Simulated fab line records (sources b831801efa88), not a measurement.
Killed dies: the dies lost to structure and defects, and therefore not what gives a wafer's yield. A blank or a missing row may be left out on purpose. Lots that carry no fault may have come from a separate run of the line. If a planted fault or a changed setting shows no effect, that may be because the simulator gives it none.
Struck lot and sound lot, side by side	flow sky130	15 steps out of a route of 708
Sound: these wafers, L412.1, L412.5, L412.6. The struck wafers were L418.3, L418.4, L418.5. The cause is named last.
Order at every step that has rows: each side's tool, ch and its chambers, its first start. Under that, the readings that differ: sound wafers	struck wafers	difference of the means	sigmas: that difference in standard deviations of wafers without a fault.
alike: readings whose means differ by less than 2 such deviations, and words and numbers that are the same on both sides. not compared: withheld readings, readings that some wafer has no value for, bounds like >300 that may hide the same value, and numbers for which the record gives no deviation and whose values overlap.
Wherever a step has rows on one side only, a row that says differs or no value, or a row with sigmas, the two part there. Numbers that don't overlap but have no deviation are shown without sigmas and don't part them. Lack of a reading on every wafer of one side parts them only where that side has two or more wafers.

first, 3 steps without rows for these wafers: SKY_LDD_N_EXPOSE_04 (exposes mask NTM, target cd 840 nm); SKY_LDD_N_PEB_05; SKY_LDD_N_DEVELOP_06 (develop time 60 s).
SKY_LDD_N_OVL_MEAS_07:
  sound on overlay-02, day 18 06:30; struck on overlay-01, day 20 19:55
  alike: LDD_N_OVL
then, 8 steps without rows for these wafers: SKY_LDD_N_IMPLANT_08; SKY_LDD_N_IMPLANT_09; SKY_LDD_N_IMPLANT_10; SKY_LDD_N_IMPLANT_11; SKY_LDD_N_IMPLANT_12; SKY_LDD_N_IMPLANT_13; SKY_LDD_N_IMPLANT_14; SKY_LDD_N_IMPLANT_15.
SKY_LDD_N_STRIP_16: strips in O2/N2.
  sound on plasma-asher-01 ch 0,1, day 18 07:44; struck on plasma-asher-01 ch 0,1, day 20 21:10
reading	sound	struck	difference	sigmas
oes-product-au (a.u.)	0.410 0.411 0.411	0.896 0.888 0.893	+0.482	+94
strip-time-to-endpoint-s (s)	4.317 4.323 4.327	- - -	no value on the struck wafers	
  alike: drypump-motor-current-A
  not compared: rf-hours-counter-h
SKY_LDD_N_TW_MEAS_17:
  sound on film-metro-01, day 18 07:50; struck on film-metro-04, day 20 21:15
reading	sound	struck	difference	sigmas
LDD_N_TW	2555 2558 2543	2603 2592 2601	+47	+2
-- record jumps: 27 days separate the struck wafers' starts on either side; left off in module LDD_N, taken up again in module PAD_OPEN, whose first shown step is the route's number 708 --
SKY_PAD_OPEN_PROBE_99:
  sound on prober-02, day 46 02:46; struck on prober-02, day 47 18:55
  alike: killed_at_M0_to_M3, killed_at_M4_up, killed-at-contacts, killed-at-front-end, killed-at-other, killed-dies, killed-open, killed-short

WHERE THEY PART
Earliest at SKY_LDD_N_STRIP_16; latest, in this record, at SKY_LDD_N_TW_MEAS_17. Later steps at which nothing parts them and some readings are alike: SKY_PAD_OPEN_PROBE_99.

WHY: what the simulator had put in
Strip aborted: plasma-asher-01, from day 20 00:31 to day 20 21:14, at SKY_LDD_N_STRIP_16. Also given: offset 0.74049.
